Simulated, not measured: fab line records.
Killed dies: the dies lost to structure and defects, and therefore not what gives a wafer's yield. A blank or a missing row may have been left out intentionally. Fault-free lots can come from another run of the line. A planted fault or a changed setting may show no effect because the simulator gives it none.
Which of the tools did it? | flow sky130 | 39 wafers from 13 lots sampled at 3 of the route's 708 steps

WHAT THE GAUGES SHOWED, per wafer
SKY_FIELD_ISO_BOW_MEAS_00.
lot  | measured    | on            | INCOMING_BOW (um)
L959 | day 1 10:00 | film metro-04 | -8 9 0
L961 | day 1 20:01 | film metro-03 | 6 -13 -7
L965 | day 2 16:01 | film metro-01 | 0 2 6
L966 | day 2 21:01 | film metro-01 | -8 7 4
L968 | day 3 07:01 | film metro-04 | 5 -4 -4
L969 | day 3 12:02 | film metro-01 | -2 -1 -6
L970 | day 3 17:00 | film metro-04 | -5 -2 5
L971 | day 3 22:00 | film metro-03 | 3 9 -24
L973 | day 4 08:01 | film metro-03 | 5 12 0
L978 | day 5 09:02 | film metro-01 | -1 -7 -7
L979 | day 5 14:09 | film metro-01 | 8 -2 -2
L980 | day 5 19:00 | film metro-01 | -11 -4 -3
L982 | day 6 05:00 | film metro-01 | -2 -12 8

SKY_FIELD_ISO_THK_MEAS_25.
lot  | measured    | on            | FIELD_ISO_CVD_24_THK (nm)
L959 | day 2 08:40 | film metro-03 | 594 590 588
L961 | day 2 19:36 | film metro-04 | 586 594 586
L965 | day 3 22:41 | film metro-01 | 598 584 593
L966 | day 3 22:46 | film metro-03 | 592 586 592
L968 | day 4 09:17 | film metro-04 | 604 599 598
L969 | day 4 20:40 | film metro-04 | 594 592 599
L970 | day 4 20:41 | film metro-01 | 590 585 589
L971 | day 5 03:29 | film metro-04 | 599 607 610
L973 | day 5 15:31 | film metro-03 | 589 592 584
L978 | day 6 14:24 | film metro-01 | 606 592 600
L979 | day 6 20:02 | film metro-01 | 601 588 604
L980 | day 6 20:05 | film metro-01 | 575 596 585
L982 | day 7 05:38 | film metro-03 | 585 598 597

WHICH TOOL RAN EACH LOT (tool, then ch and the chambers of the sampled wafers, then the start)
lot  | SKY_FIELD_ISO_ETCH_15
L959 | rie diel-01 ch 2,3, day 2 05:47
L961 | rie diel-04 ch 0,1,2, day 2 16:53
L965 | rie diel-01 ch 0,1,2, day 3 13:20
L966 | rie diel-04 ch 0,2,3, day 3 16:10
L968 | rie diel-04 ch 0,2, day 4 04:53
L969 | rie diel-04 ch 0,2,3, day 4 16:14
L970 | rie diel-01 ch 0,1, day 4 14:01
L971 | rie diel-04 ch 1,2,3, day 4 20:37
L973 | rie diel-04 ch 0,1,3, day 5 07:29
L978 | rie diel-02 ch 0,1,3, day 6 11:32
L979 | rie diel-02 ch 0,2,3, day 6 15:53
L980 | rie diel-01 ch 0,1,2, day 6 17:50
L982 | rie diel-01 ch 1,2,3, day 7 03:22
- SKY_FIELD_ISO_ETCH_15: etches the open film in CHF3/O2, stops on Si, target depth 180 nm, time 72 s.

AS READ BY THE TOOLS THEMSELVES (means over the sampled wafers that have a number; for cases with no such wafer, the mark the record gives instead)
SKY_FIELD_ISO_ETCH_15.
lot  | tool        | drypump motor current A (A) | oes product au (a.u.) | rf fwd power W (W) | throttle valve pct (%)
L959 | rie diel-01 | 6.2                         | 0.952                 | 597.4              | 8.841
L961 | rie diel-04 | 5.5                         | 0.948                 | 593.7              | 8.837
L965 | rie diel-01 | 5.9                         | 0.937                 | 594.3              | 8.839
L966 | rie diel-04 | 5.7                         | 0.947                 | 591.0              | 8.837
L968 | rie diel-04 | 6.0                         | 0.952                 | 591.7              | 8.851
L969 | rie diel-04 | 5.7                         | 0.942                 | 497.9              | 8.843
L970 | rie diel-01 | 5.9                         | 0.954                 | 596.4              | 8.854
L971 | rie diel-04 | 5.7                         | 0.956                 | 498.1              | 8.845
L973 | rie diel-04 | 5.3                         | 0.941                 | 497.3              | 8.855
L978 | rie diel-02 | 5.4                         | 0.949                 | 597.5              | 8.852
L979 | rie diel-02 | 5.5                         | 0.950                 | 596.1              | 8.847
L980 | rie diel-01 | 5.9                         | 0.947                 | 593.9              | 8.842
L982 | rie diel-01 | 6.1                         | 0.944                 | 595.1              | 8.845

THE ANSWER, worked out from the rows above alone
Rule: usual is defined by the lots themselves. The widest of any qualifying gaps counts: lots, ordered by their means at a reading, are off when they make up no more than a third of the lots, leave a main group of 4 or more, and stand apart from it by 3 or more times the standard deviation of that group's means. Not used: any main group whose means are identical at the precision the tables above print for the reading. Also off: a lot with no number at a reading for which 4 or more lots have one. Where the step has rows for the other lots, those lots are counted as sound. After the gauges, taken in route order, come the tools' own readings; for these a lot's mean is taken, as printed above. At the first step where some lot is off, the reading lying furthest off is the one used; lots without a number count as furthest.
Off at SKY_FIELD_ISO_ETCH_15 (rf fwd power W): L969, L971, L973. The main group: mean 594.7 W, standard deviation 2.1.
If a tool, at that step or one of the process steps before it, ran each lot that is off and ran no sound lot following the first of them, it fits. One candidate fits, namely rie diel-04 at SKY_FIELD_ISO_ETCH_15. A fault onset in the window from L968 (day 4 04:53, its last sound lot) to L969 (day 4 16:14, its first lot off) fits.
On the lots that are off, the tool's own readings at SKY_FIELD_ISO_ETCH_15 differ by more than 5 times the standard deviation of the sound lots' means, which bears it out; rf fwd power W reads 497.8 W there versus 594.7 W on the sound lots.

WHAT HAD BEEN PUT IN BY THE SIMULATOR
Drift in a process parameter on rie diel-04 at SKY_FIELD_ISO_ETCH_15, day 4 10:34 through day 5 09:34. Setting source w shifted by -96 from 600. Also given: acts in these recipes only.
Lots struck among those shown: L969, L971, L973. The rule above reached the same finding.
